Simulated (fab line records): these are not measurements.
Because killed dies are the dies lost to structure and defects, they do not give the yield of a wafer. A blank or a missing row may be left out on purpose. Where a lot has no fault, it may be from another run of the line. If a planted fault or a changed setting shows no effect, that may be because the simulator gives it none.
Matching of chambers ; flow sky130 ; 4 sister chambers for SKY_CONTACT_CMP_27 on cmp-02
The step polishes, stops on SiO2, t overpolish 15 s, target thk 0 nm. 14 wafers are shown with their chamber, then 7 later ones without.

EACH WAFER AND ITS CHAMBER
wafer;chamber;motor-current-A (A);time-to-endpoint-s (s);edge-zone-pressure-frac
L777.2;1;11.2;81;1.002
L777.3;0;9.6;80;0.998
L777.5;1;10.9;81;0.993
L778.1;0;9.0;83;1.001
L778.2;1;10.8;83;0.996
L778.3;2;11.3;85;0.998
L780.1;1;10.6;82;0.987
L780.4;0;9.7;81;1.003
L780.5;0;9.5;78;1.006
L783.2;1;10.5;81;1.006
L783.3;3;10.6;83;1.002
L783.5;3;10.4;81;0.999
L787.1;3;10.1;82;0.998
L787.2;1;11.0;84;0.995

SIGNATURES, as means of the wafers listed above
reading;chamber 0;chamber 1;chamber 2;chamber 3;scatter within a chamber
motor-current-A;9.450;10.833;11.300;10.367;0.274
time-to-endpoint-s;80.50;82.00;85.00;82.00;1.52
edge-zone-pressure-frac;1.00200;0.99650;0.99800;0.99967;0.00518
Rule: distance of a wafer from a chamber = root of the sum over the readings of ((wafer's reading minus chamber's mean) / reading's scatter) squared. The wafer belongs to the nearest chamber; if the next one is less than 2 further off, it can't be placed. The scatter: the root of (the sum of the squares of (reading less its chamber's mean) over the shown wafers, divided by (wafers less chambers)).

WAFERS WHOSE CHAMBER IS MISSING
wafer;motor-current-A (A);time-to-endpoint-s (s);edge-zone-pressure-frac
L787.4;11.1;87;1.001
L791.1;11.0;82;0.997
L791.3;11.1;78;1.003
L791.6;10.0;73;1.008
L800.1;10.3;86;1.003
L800.2;11.7;82;1.002
L800.6;11.0;80;1.004

WHICH CHAMBER EACH ONE RAN IN
wafer;from the rows above;in truth
L787.4;can't be placed: 2 or 1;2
L791.1;can't be placed: 1 or 2 or 3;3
L791.3;can't be placed: 1 or 3 or 2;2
L791.6;can't be placed: 0 or 3 or 1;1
L800.1;can't be placed: 3 or 1 or 2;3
L800.2;can't be placed: 2 or 1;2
L800.6;can't be placed: 1 or 3 or 2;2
Correctly placed: 0 of 7. These rows do not allow placing 7 (true chamber among the candidates in 7). Number placed wrongly: 0.
